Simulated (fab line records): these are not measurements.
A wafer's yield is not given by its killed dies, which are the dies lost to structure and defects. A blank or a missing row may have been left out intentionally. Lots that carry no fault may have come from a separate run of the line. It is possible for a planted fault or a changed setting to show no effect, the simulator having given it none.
fab line records	flow sky130
record lots=5	wafers=27
route steps=708 shown VIA1@472 METAL3@533 METAL4@601 METAL5@663
start-h: start of the lot's first displayed wafer, in hours after the record's first day	wait-h: hours elapsed since this lot's preceding step	" repeats the value in the row above	L1.1+2: several wafers, shown together as one row	- no value present, or no start provided	* or withheld: withheld	< > ~ a bound
route shown NAME@n: names a module that has steps shown in the file, with the first one's number in the route	usual: the fault-free wafers' mean and standard deviation	same: alike in all rows	chamber/n: place in a boat	sites: per-site readings	_std_site: their standard deviation	_edge_site: outer sites' mean less inner sites'	radius-mm: for every site, how far away it sits from the centre of the wafer	mask NAME#n: copy n	behind: the tool/chamber that last shaped the wafer	hold: why the lot went on hold/how many hours it stayed there/how the hold came to an end	device: transistor that didn't switch, given as n, p or np	end of line: tests run on the same wafers once the route is complete	step lacking rows: just its recipe	killed: dies that structure and defects cost at the first sort, which is not the same as the wafer's yield	map: a wafer's dies, x killed, . not, _ none there
set.NAME: the setting the step ran with; set.NAME@STEP: the setting that earlier step ran with	model.NAME: the simulator's own value behind a step, which no gauge read
lots with deliberately changed settings; one table per step, one row per wafer
## steps
# step SKY_VIA1_ETCH_14
# recipe chemistry=N2/H2	target=BARC	ion-energy-ev=200	source-w=500	bias-w=100	pressure-mtorr=30	n2-flow-sccm=100	h2-flow-sccm=200	stop-on=SiO2	time-s=45.9	target-depth-a=600
# usual oes-product-au=0.857/0.0049
lot.wafer	tool	chamber	start-h	wait-h	set.time-s	oes-product-au	model.KrF-thick_of_VIA1_COAT_07.thk-nm
L074.1	rie-diel-02	0	824.68	0.0	45.9	0.860	393.6
L074.2	"	3	"	"	45.9	0.860	391.9
L074.3	"	1	"	"	45.9	0.863	391.9
L074.4	"	1	"	"	45.9	0.861	392.8
L074.5	"	3	"	"	45.9	0.870	390.2
L074.6	"	0	"	"	45.9	0.857	393.4
L078.1	rie-diel-03	1	826.17	0.0	23.02	1.008	413.4
L078.2	"	3	"	"	23.02	0.985	414.7
L078.3	"	0	"	"	45.9	0.855	394.1
L078.4	"	2	"	"	45.9	0.866	392.7
L078.5	"	0	"	"	45.9	0.860	392
L078.6	"	1	"	"	23.02	0.997	413
L075.1	rie-diel-02	2	827.78	0.0	45.9	0.860	392.3
L075.3	"	1	"	"	45.9	0.855	391.9
L075.6	"	3	"	"	45.9	0.852	389.3
L081.1	rie-diel-01	3	838.58	0.0	45.9	0.857	390.5
L081.2	"	2	"	"	45.9	0.859	392.4
L081.3	"	1	"	"	54.13	0.838	384.4
L081.4	"	0	"	"	54.13	0.832	385.3
L081.5	"	0	"	"	54.13	0.827	384.7
L081.6	"	3	"	"	45.9	0.850	390.1
L084.1	rie-diel-03	1	854.60	0.0	45.9	0.851	390.8
L084.2	"	2	"	"	45.9	0.866	390.4
L084.3	"	3	"	"	45.9	0.861	389.2
L084.4	"	0	"	"	45.9	0.866	391.5
L084.5	"	3	"	"	45.9	0.860	390.5
L084.6	"	2	"	"	45.9	0.860	389.9
# step SKY_VIA1_ETCH_15
# recipe target=SiO2	chemistry=C4F8/O2/Ar	target-depth-nm=351	stop-on=TiN	mask-material=KrF-thick	source-w=1500	bias-w=1200	pressure-mtorr=40	c4f8-flow-sccm=withheld	O2_flow_sccm=6	Ar_flow_sccm=300	time-s=54
# step SKY_VIA1_STRIP_16
# recipe chemistry=O2/N2	power-w=1400	pressure-mtorr=1500	platen-temp-c=withheld	o2-flow-sccm=3000	n2-flow-sccm=300	overash-fraction=0.5
# usual strip-time-to-endpoint-s=4.442/0.029
lot.wafer	tool	chamber	start-h	wait-h	set.time-s@VIA1_ETCH_14	strip-time-to-endpoint-s
L074.1	plasma-asher-01	1	824.77	0.0	45.9	4.478
L074.2	"	0	"	"	45.9	4.428
L074.3	"	0	"	"	45.9	4.447
L074.4	"	1	"	"	45.9	4.471
L074.5	"	0	"	"	45.9	4.409
L074.6	"	1	"	"	45.9	4.485
L078.1	plasma-asher-01	1	826.25	0.0	23.02	4.691
L078.2	"	0	"	"	23.02	4.702
L078.3	"	1	"	"	45.9	4.507
L078.4	"	0	"	"	45.9	4.470
L078.5	"	0	"	"	45.9	4.479
L078.6	"	1	"	"	23.02	4.689
L075.1	plasma-asher-01	0	827.87	0.0	45.9	4.452
L075.3	"	1	"	"	45.9	4.429
L075.6	"	1	"	"	45.9	4.381
L081.1	plasma-asher-02	1	838.67	0.0	45.9	4.426
L081.2	"	0	"	"	45.9	4.461
L081.3	"	1	"	"	54.13	4.352
L081.4	"	0	"	"	54.13	4.359
L081.5	"	1	"	"	54.13	4.376
L081.6	"	0	"	"	45.9	4.393
L084.1	plasma-asher-01	0	854.69	0.0	45.9	4.469
L084.2	"	1	"	"	45.9	4.442
L084.3	"	0	"	"	45.9	4.423
L084.4	"	1	"	"	45.9	4.466
L084.5	"	0	"	"	45.9	4.443
L084.6	"	1	"	"	45.9	4.428
# step SKY_METAL3_SPUTTER_01
# recipe material=TiN	target-thk-nm=20	power-w=6500	time-s=16.7	chamber-pressure-pa=0.4
lot.wafer	tool	chamber	start-h	wait-h	set.time-s	model.TiN_of_METAL3_SPUTTER_01.thk-nm
L074.1	pvd-sputter-02	-	882.50	0.0	24.26	28.42
L074.2	"	-	"	"	16.7	19.98
L074.3	"	-	"	"	16.7	19.96
L074.4	"	-	"	"	16.7	19.87
L074.5	"	-	"	"	24.26	28.97
L074.6	"	-	"	"	24.26	28.68
L078.1	pvd-sputter-02	-	883.19	0.0	9.272	10.96
L078.2	"	-	"	"	16.7	19.69
L078.3	"	-	"	"	9.272	11.15
L078.4	"	-	"	"	9.272	11.04
L078.5	"	-	"	"	16.7	19.66
L078.6	"	-	"	"	16.7	19.91
L075.1	pvd-sputter-02	-	884.46	0.0	16.7	19.98
L075.3	"	-	"	"	16.7	19.81
L075.6	"	-	"	"	16.7	19.82
L081.1	pvd-sputter-04	-	895.01	0.0	11.49	13.45
L081.2	"	-	"	"	16.7	19.72
L081.3	"	-	"	"	16.7	19.84
L081.4	"	-	"	"	16.7	20.07
L081.5	"	-	"	"	11.49	13.29
L081.6	"	-	"	"	11.49	13.72
L084.1	pvd-sputter-02	-	910.66	0.0	16.7	20.15
L084.2	"	-	"	"	16.7	20.23
L084.3	"	-	"	"	23.62	28.6
L084.4	"	-	"	"	23.62	28.22
L084.5	"	-	"	"	16.7	20.2
L084.6	"	-	"	"	23.62	28.61
# step SKY_METAL3_DEVELOP_12
# recipe develop-time-s=60	resist=KrF-thick	dev-temp-c=21
lot.wafer	tool	chamber	start-h	wait-h	set.develop-time-s
L074.1+2+6	litho-track-04	0	-	-	25.25
L074.3+4+5	"	0	"	"	60
L078.1+4+5	litho-track-02	0	-	-	87.13
L078.2+3+6	"	0	"	"	60
L075.1+3+6	litho-track-04	0	-	-	60
L081.1+3+5	litho-track-04	0	-	-	60
L081.2+4+6	"	0	"	"	33.94
L084.1+3+6	litho-track-02	0	-	-	60
L084.2+4+5	"	0	"	"	27.78
# step SKY_METAL3_CD_MEAS_13
# recipe target-cd-nm=300
# usual cd-nm=299.7/1.4
lot.wafer	tool	chamber	start-h	wait-h	set.develop-time-s@METAL3_DEVELOP_12	cd-nm
L074.1	cd-sem-02	-	933.03	-	25.25	314.2
L074.2	"	-	"	"	25.25	315.0
L074.3	"	-	"	"	60	297.0
L074.4	"	-	"	"	60	297.9
L074.5	"	-	"	"	60	298.6
L074.6	"	-	"	"	25.25	314.7
L078.1	cd-sem-01	-	934.36	-	87.13	-
L078.2	"	-	"	"	60	-
L078.3	"	-	"	"	60	298.9
L078.4	"	-	"	"	87.13	290.6
L078.5	"	-	"	"	87.13	290.9
L078.6	"	-	"	"	60	-
L075.1	cd-sem-01	-	935.13	-	60	301.7
L075.3	"	-	"	"	60	299.8
L075.6	"	-	"	"	60	299.6
L081.1	cd-sem-01	-	945.58	-	60	300.7
L081.2	"	-	"	"	33.94	311.6
L081.3	"	-	"	"	60	299.7
L081.4	"	-	"	"	33.94	311.2
L081.5	"	-	"	"	60	298.8
L081.6	"	-	"	"	33.94	311.5
L084.1	cd-sem-02	-	960.71	-	60	302.4
L084.2	"	-	"	"	27.78	318.2
L084.3	"	-	"	"	60	301.6
L084.4	"	-	"	"	27.78	316.8
L084.5	"	-	"	"	27.78	319.0
L084.6	"	-	"	"	60	302.3
# step SKY_METAL3_DESCUM_15
# recipe chemistry=O2	source-power-w=150	bias-power-w=0	pressure-mtorr=10	temp-c=40	time-s=8
lot.wafer	tool	chamber	start-h	wait-h	set.develop-time-s@METAL3_DEVELOP_12	model.METAL3.cd-nm
L074.1	rie-metal-02	0	933.18	0.0	25.25	313.5
L074.2	"	1	"	"	25.25	313.8
L074.3	"	1	"	"	60	295.9
L074.4	"	0	"	"	60	297.2
L074.5	"	0	"	"	60	297.6
L074.6	"	1	"	"	25.25	313.1
L078.1	rie-metal-01	1	934.52	0.0	87.13	292.4
L078.2+6	"	0	"	"	60	297.6
L078.3	"	1	"	"	60	300.1
L078.4	"	0	"	"	87.13	290.3
L078.5	"	1	"	"	87.13	292.3
L075.1	rie-metal-02	0	935.28	0.0	60	300.4
L075.3	"	1	"	"	60	298.3
L075.6	"	0	"	"	60	298.6
L081.1	rie-metal-04	1	945.73	0.0	60	300.6
L081.2	"	0	"	"	33.94	311.6
L081.3	"	0	"	"	60	300.4
L081.4	"	1	"	"	33.94	310.9
L081.5	"	0	"	"	60	299.4
L081.6	"	1	"	"	33.94	311.2
L084.1	rie-metal-04	0	960.87	0.0	60	302.4
L084.2	"	1	"	"	27.78	317.9
L084.3	"	1	"	"	60	301
L084.4	"	0	"	"	27.78	317.1
L084.5	"	1	"	"	27.78	318.3
L084.6	"	0	"	"	60	302.5
# step SKY_METAL3_ETCH_16
# recipe chemistry=N2/H2	target=BARC	ion-energy-ev=200	bias-w=100	pressure-mtorr=30	n2-flow-sccm=100	h2-flow-sccm=200	icp-w=500	stop-on=SiO2	time-s=88.2	target-depth-a=600
lot.wafer	tool	chamber	start-h	wait-h	set.develop-time-s@METAL3_DEVELOP_12	model.METAL3.cd-nm
L074.1	rie-metal-02	0	933.22	0.0	25.25	314
L074.2	"	1	"	"	25.25	311.2
L074.3	"	1	"	"	60	293.2
L074.4	"	0	"	"	60	298.9
L074.5	"	0	"	"	60	298.5
L074.6	"	1	"	"	25.25	310.5
L078.1	rie-metal-01	1	934.55	0.0	87.13	292
L078.2	"	0	"	"	60	298.1
L078.3	"	1	"	"	60	298
L078.4	"	0	"	"	87.13	289.7
L078.5	"	1	"	"	87.13	290.6
L078.6	"	0	"	"	60	297.4
L075.1	rie-metal-02	0	935.32	0.0	60	301.1
L075.3	"	1	"	"	60	295.2
L075.6	"	0	"	"	60	299.5
L081.1	rie-metal-04	1	945.77	0.0	60	296.2
L081.2	"	0	"	"	33.94	312
L081.3	"	0	"	"	60	299.6
L081.4	"	1	"	"	33.94	305.9
L081.5	"	0	"	"	60	298.8
L081.6	"	1	"	"	33.94	306.2
L084.1	rie-metal-04	0	960.90	0.0	60	304.3
L084.2	"	1	"	"	27.78	313.4
L084.3	"	1	"	"	60	296.6
L084.4	"	0	"	"	27.78	317.6
L084.5	"	1	"	"	27.78	314.2
L084.6	"	0	"	"	60	303
# step SKY_METAL4_SPUTTER_03
# recipe material=Ti	target-thk-nm=5	power-w=3000	time-s=3.3	chamber-pressure-pa=0.4
lot.wafer	tool	chamber	start-h	wait-h	set.time-s	model.Ti_of_METAL4_SPUTTER_03.thk-nm
L074.1	pvd-sputter-01	-	960.73	0.0	4.233	6.194
L074.2	"	-	"	"	3.3	4.963
L074.3	"	-	"	"	3.3	4.694
L074.4	"	-	"	"	4.233	6.5
L074.5	"	-	"	"	4.233	6.274
L074.6	"	-	"	"	3.3	4.712
L078.1	pvd-sputter-03	-	962.99	0.0	1.457	2.242
L078.2	"	-	"	"	1.457	1.941
L078.3	"	-	"	"	3.3	4.895
L078.4	"	-	"	"	1.457	2.013
L078.5	"	-	"	"	3.3	4.722
L078.6	"	-	"	"	3.3	4.912
L075.1	pvd-sputter-02	-	963.60	0.0	3.3	5.249
L075.3	"	-	"	"	3.3	4.893
L075.6	"	-	"	"	3.3	5.257
L081.1	pvd-sputter-02	-	972.44	0.0	3.3	5.316
L081.2	"	-	"	"	4.994	7.585
L081.3	"	-	"	"	3.3	4.945
L081.4	"	-	"	"	3.3	5.299
L081.5	"	-	"	"	4.994	7.883
L081.6	"	-	"	"	4.994	7.455
L084.1	pvd-sputter-02	-	988.16	0.0	3.3	4.968
L084.2	"	-	"	"	3.3	4.857
L084.3	"	-	"	"	3.3	5.279
L084.4	"	-	"	"	3.3	5.245
L084.5	"	-	"	"	3.3	4.944
L084.6	"	-	"	"	3.3	5.265
# step SKY_METAL5_SPUTTER_02
# recipe material=AlCu	target-thk-nm=1150	power-w=10600	time-s=61.2	chamber-pressure-pa=0.4
lot.wafer	tool	chamber	start-h	wait-h	set.time-s	model.AlCu_of_METAL5_SPUTTER_02.thk-nm
L074.1	pvd-sputter-01	-	1034.47	0.0	47.77	906.9
L074.2	"	-	"	"	61.2	1162
L074.3	"	-	"	"	47.77	924.6
L074.4	"	-	"	"	61.2	1152
L074.5	"	-	"	"	47.77	904.7
L074.6	"	-	"	"	61.2	1167
L078.1	pvd-sputter-02	-	1036.11	0.0	61.2	1164
L078.2	"	-	"	"	92.49	1723
L078.3	"	-	"	"	92.49	1745
L078.4	"	-	"	"	61.2	1153
L078.5	"	-	"	"	92.49	1722
L078.6	"	-	"	"	61.2	1148
L075.1	pvd-sputter-02	-	1037.78	0.0	61.2	1155
L075.3	"	-	"	"	61.2	1150
L075.6	"	-	"	"	61.2	1126
L081.1	pvd-sputter-02	-	1045.85	0.0	61.2	1156
L081.2	"	-	"	"	44.88	861.9
L081.3	"	-	"	"	44.88	837.3
L081.4	"	-	"	"	61.2	1157
L081.5	"	-	"	"	61.2	1140
L081.6	"	-	"	"	44.88	866.9
L084.1	pvd-sputter-04	-	1060.86	0.0	61.2	1176
L084.2	"	-	"	"	61.2	1163
L084.3	"	-	"	"	61.2	1144
L084.4	"	-	"	"	61.2	1184
L084.5	"	-	"	"	61.2	1149
L084.6	"	-	"	"	61.2	1154
# step SKY_METAL5_SPUTTER_03
# recipe material=Ti	target-thk-nm=5	power-w=3000	time-s=3.3	chamber-pressure-pa=0.4
# step SKY_METAL5_SPUTTER_04
# recipe material=TiN	target-thk-nm=70	power-w=6500	time-s=58.3	chamber-pressure-pa=0.4
# step SKY_METAL5_RS_MEAS_05
# recipe thk-meas-gauge=four-point-probe	reads=TiN_of_METAL5_SPUTTER_04+Ti_of_METAL5_SPUTTER_03+AlCu_of_METAL5_SPUTTER_02+TiN_of_METAL5_SPUTTER_01+Ti_of_METAL5_SPUTTER_00
# usual METAL5_ALCU_RS=0.0270/0.00037
lot.wafer	tool	chamber	start-h	wait-h	set.time-s@METAL5_SPUTTER_02	METAL5_ALCU_RS[ohm/sq]
L074.1	film-metro-04	-	1034.59	0.0	47.77	0.0344
L074.2	"	-	"	"	61.2	0.0268
L074.3	"	-	"	"	47.77	0.0337
L074.4	"	-	"	"	61.2	0.0271
L074.5	"	-	"	"	47.77	0.0345
L074.6	"	-	"	"	61.2	0.0267
L078.1	film-metro-04	-	1036.23	0.0	61.2	0.0268
L078.2	"	-	"	"	92.49	0.0181
L078.3	"	-	"	"	92.49	0.0178
L078.4	"	-	"	"	61.2	0.0270
L078.5	"	-	"	"	92.49	0.0181
L078.6	"	-	"	"	61.2	0.0271
L075.1	film-metro-01	-	1037.90	0.0	61.2	0.0270
L075.3	"	-	"	"	61.2	0.0270
L075.6	"	-	"	"	61.2	0.0276
L081.1	film-metro-01	-	1045.97	0.0	61.2	0.0269
L081.2	"	-	"	"	44.88	0.0361
L081.3	"	-	"	"	44.88	0.0372
L081.4	"	-	"	"	61.2	0.0268
L081.5	"	-	"	"	61.2	0.0273
L081.6	"	-	"	"	44.88	0.0359
L084.1	film-metro-01	-	1060.98	0.0	61.2	0.0265
L084.2	"	-	"	"	61.2	0.0267
L084.3	"	-	"	"	61.2	0.0272
L084.4	"	-	"	"	61.2	0.0263
L084.5	"	-	"	"	61.2	0.0270
L084.6	"	-	"	"	61.2	0.0270
# step SKY_METAL5_THK_MEAS_06
# recipe thk-meas-gauge=xrf	reads=AlCu_of_METAL5_SPUTTER_02
# usual METAL5_ALCU_THK=1152/17
lot.wafer	tool	chamber	start-h	wait-h	set.time-s@METAL5_SPUTTER_02	METAL5_ALCU_THK[nm]
L074.1	film-metro-04	-	1034.71	0.1	47.77	906
L074.2	"	-	"	"	61.2	1150
L074.3	"	-	"	"	47.77	916
L074.4	"	-	"	"	61.2	1139
L074.5	"	-	"	"	47.77	899
L074.6	"	-	"	"	61.2	1160
L078.1	film-metro-04	-	1036.35	0.1	61.2	1159
L078.2	"	-	"	"	92.49	1710
L078.3	"	-	"	"	92.49	1730
L078.4	"	-	"	"	61.2	1138
L078.5	"	-	"	"	92.49	1707
L078.6	"	-	"	"	61.2	1142
L075.1	film-metro-01	-	1038.02	0.1	61.2	1156
L075.3	"	-	"	"	61.2	1155
L075.6	"	-	"	"	61.2	1132
L081.1	film-metro-01	-	1046.09	0.1	61.2	1152
L081.2	"	-	"	"	44.88	867
L081.3	"	-	"	"	44.88	841
L081.4	"	-	"	"	61.2	1165
L081.5	"	-	"	"	61.2	1142
L081.6	"	-	"	"	44.88	872
L084.1	film-metro-01	-	1061.10	0.1	61.2	1194
L084.2	"	-	"	"	61.2	1164
L084.3	"	-	"	"	61.2	1154
L084.4	"	-	"	"	61.2	1187
L084.5	"	-	"	"	61.2	1159
L084.6	"	-	"	"	61.2	1156
# step SKY_METAL5_DEHYDRATE_07
# recipe temp-c=200	time-s=60
# step SKY_METAL5_HMDS_08
# recipe prime-time-s=60	prime-temp-c=120
# step SKY_METAL5_DEVELOP_13
# recipe resist=NOVOLAK	developer=TMAH	develop-time-s=60	dev-temp-c=23.66
# step SKY_METAL5_DESCUM_14
# recipe chemistry=O2	source-power-w=150	bias-power-w=0	pressure-mtorr=10	temp-c=40	time-s=11
# step SKY_METAL5_METAL_ETCH_15
# recipe target-depth-a=12600	stop-on=SiO2	over-etch-frac=0.2	time-s=252	chemistry=Cl2/BCl3	resist-sidewall-deg=86	pressure-mtorr=10	icp-w=900	bias-w=48.5	Cl2_flow_sccm=60	bcl3-flow-sccm=30
# usual oes-product-au=0.895/0.0051
lot.wafer	tool	chamber	start-h	wait-h	set.time-s@METAL5_SPUTTER_02	oes-product-au
L074.1	rie-metal-01	1	1055.76	0.0	47.77	0.803
L074.2	"	0	"	"	61.2	0.899
L074.3	"	1	"	"	47.77	0.805
L074.4	"	0	"	"	61.2	0.900
L074.5	"	0	"	"	47.77	0.803
L074.6	"	1	"	"	61.2	0.896
L078.1	rie-metal-03	1	1057.86	0.0	61.2	0.894
L078.2	"	0	"	"	92.49	0.991
L078.3	"	0	"	"	92.49	0.994
L078.4	"	1	"	"	61.2	0.902
L078.5	"	0	"	"	92.49	1.003
L078.6	"	1	"	"	61.2	0.894
L075.1	rie-metal-01	0	1059.41	0.0	61.2	0.899
L075.3	"	1	"	"	61.2	0.891
L075.6	"	0	"	"	61.2	0.898
L081.1	rie-metal-03	1	1067.12	0.0	61.2	0.901
L081.2	"	0	"	"	44.88	0.787
L081.3	"	0	"	"	44.88	0.777
L081.4	"	1	"	"	61.2	0.898
L081.5	"	1	"	"	61.2	0.904
L081.6	"	0	"	"	44.88	0.784
L084.1	rie-metal-04	0	1081.91	0.0	61.2	0.894
L084.2	"	1	"	"	61.2	0.892
L084.3	"	0	"	"	61.2	0.888
L084.4	"	1	"	"	61.2	0.898
L084.5	"	1	"	"	61.2	0.898
L084.6	"	0	"	"	61.2	0.891
## key
split step=SKY_VIA1_ETCH_14	setting=time-s	stated=45.9	by=wafer
response step=SKY_VIA1_ETCH_14	reading=oes-product-au	change=-0.00256	per=1%	r=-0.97
response step=SKY_VIA1_ETCH_14	reading=model.KrF-thick_of_VIA1_COAT_07.thk-nm	change=-0.409	per=1%	r=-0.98
response step=SKY_VIA1_STRIP_16	reading=strip-time-to-endpoint-s	change=*	per=1%	r=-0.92
split step=SKY_METAL3_SPUTTER_01	setting=time-s	stated=16.7	by=wafer
response step=SKY_METAL3_SPUTTER_01	reading=model.TiN_of_METAL3_SPUTTER_01.thk-nm	change=+0.197	per=1%	r=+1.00
split step=SKY_METAL3_DEVELOP_12	setting=develop-time-s	stated=60	by=wafer
response step=SKY_METAL3_CD_MEAS_13	reading=cd-nm	change=-0.277	per=1%	r=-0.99
response step=SKY_METAL3_DESCUM_15	reading=model.METAL3.cd-nm	change=-0.256	per=1%	r=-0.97
response step=SKY_METAL3_ETCH_16	reading=model.METAL3.cd-nm	change=-0.232	per=1%	r=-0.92
split step=SKY_METAL4_SPUTTER_03	setting=time-s	stated=3.3	by=wafer
response step=SKY_METAL4_SPUTTER_03	reading=model.Ti_of_METAL4_SPUTTER_03.thk-nm	change=+0.0495	per=1%	r=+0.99
split step=SKY_METAL5_SPUTTER_02	setting=time-s	stated=61.2	by=wafer
response step=SKY_METAL5_SPUTTER_02	reading=model.AlCu_of_METAL5_SPUTTER_02.thk-nm	change=+11.2	per=1%	r=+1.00
response step=SKY_METAL5_RS_MEAS_05	reading=METAL5_ALCU_RS	change=-0.000229	per=1%	r=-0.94
response step=SKY_METAL5_THK_MEAS_06	reading=METAL5_ALCU_THK	change=+11.1	per=1%	r=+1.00
response step=SKY_METAL5_METAL_ETCH_15	reading=oes-product-au	change=+0.0027	per=1%	r=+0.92
